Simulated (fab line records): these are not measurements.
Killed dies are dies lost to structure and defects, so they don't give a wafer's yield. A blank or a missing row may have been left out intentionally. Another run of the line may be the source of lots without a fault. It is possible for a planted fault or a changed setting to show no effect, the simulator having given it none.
2 desks looking at one fault    flow sky130    each desk holds nothing but its own numbers, with what lay behind them at the end

THE METROLOGY DESK
What the gauges read, lot by lot, whatever tool the lot ran on: means of the sampled wafers that have a number. A lot is out of limits, marked OUT, if its mean lies more than 4 standard deviations from the usual mean; the brackets give that distance.
Columns: A = METAL1_ALCU_RS at SKY_METAL1_RS_MEAS_05, usual 0.1265 ohm/sq; B = VIA1_HDPCVD_THK at SKY_VIA1_THK_MEAS_01, usual 1029 nm
lot   first seen here  A       B
L106  day 32 06:40     0.1280  1018
L107  day 32 09:13     0.1260  1018
L109  day 33 05:02     0.1262  1015
L108  day 33 06:45     0.1257  1034
L110  day 33 13:25     0.1256  1065
L114  day 34 12:32     0.1293  1073
L116  day 35 07:18     0.1260  1031
L117  day 35 12:18     0.1266  1023
L119  day 36 03:19     0.1280  1043
L123  day 37 03:03     0.1286  1027
L127  day 38 11:39     0.1251  1043
L128  day 38 19:28     0.1285  1019
Result from this desk: across the 12 lots, nothing is out of limits.

TOOL OWNER'S DESK, hdpcvd-01
The tool's own readings at SKY_VIA1_HDPCVD_00 (deposits SiO2, target thk 1030 nm, time 171.7 s): means of the sampled wafers that have a number, for each lot that ran on this tool. A lot is out of limits, marked OUT, if its mean lies more than 4 standard deviations from the usual mean; the brackets give that distance.
Columns: A = run-length-s at SKY_VIA1_HDPCVD_00, usual 200.0 s
lot   first seen here  A
L106  day 33 10:41     199.9
L107  day 33 13:20     200.0
L109  day 34 09:01     199.9
L108  day 34 10:41     200.0
L110  day 34 16:08     206.3 (+16) OUT
L114  day 35 16:01     206.5 (+17) OUT
Finding of this desk: L110, L114 out of limits; the first was L110 at day 34 16:08, on run-length-s at SKY_VIA1_HDPCVD_00. L106, L107, L109, L108: within limits.

BROUGHT TOGETHER
An alarm could have come from the tool owner's desk at day 34 16:08, on L110, L114.
The metrology desk saw nothing out of limits.
The metrology desk has L110, L114 on record, within its limits.
All the named lots went through SKY_VIA1_HDPCVD_00 on hdpcvd-01.

WHAT WAS PUT IN BY THE SIMULATOR
Process parameters drifting: hdpcvd-01 at SKY_VIA1_HDPCVD_00, beginning at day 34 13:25. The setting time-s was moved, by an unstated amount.
Shown lots that were struck: L110, L114.
Each desk's first reading out of limits, in hours after the fault started: the tool owner's desk, 3.
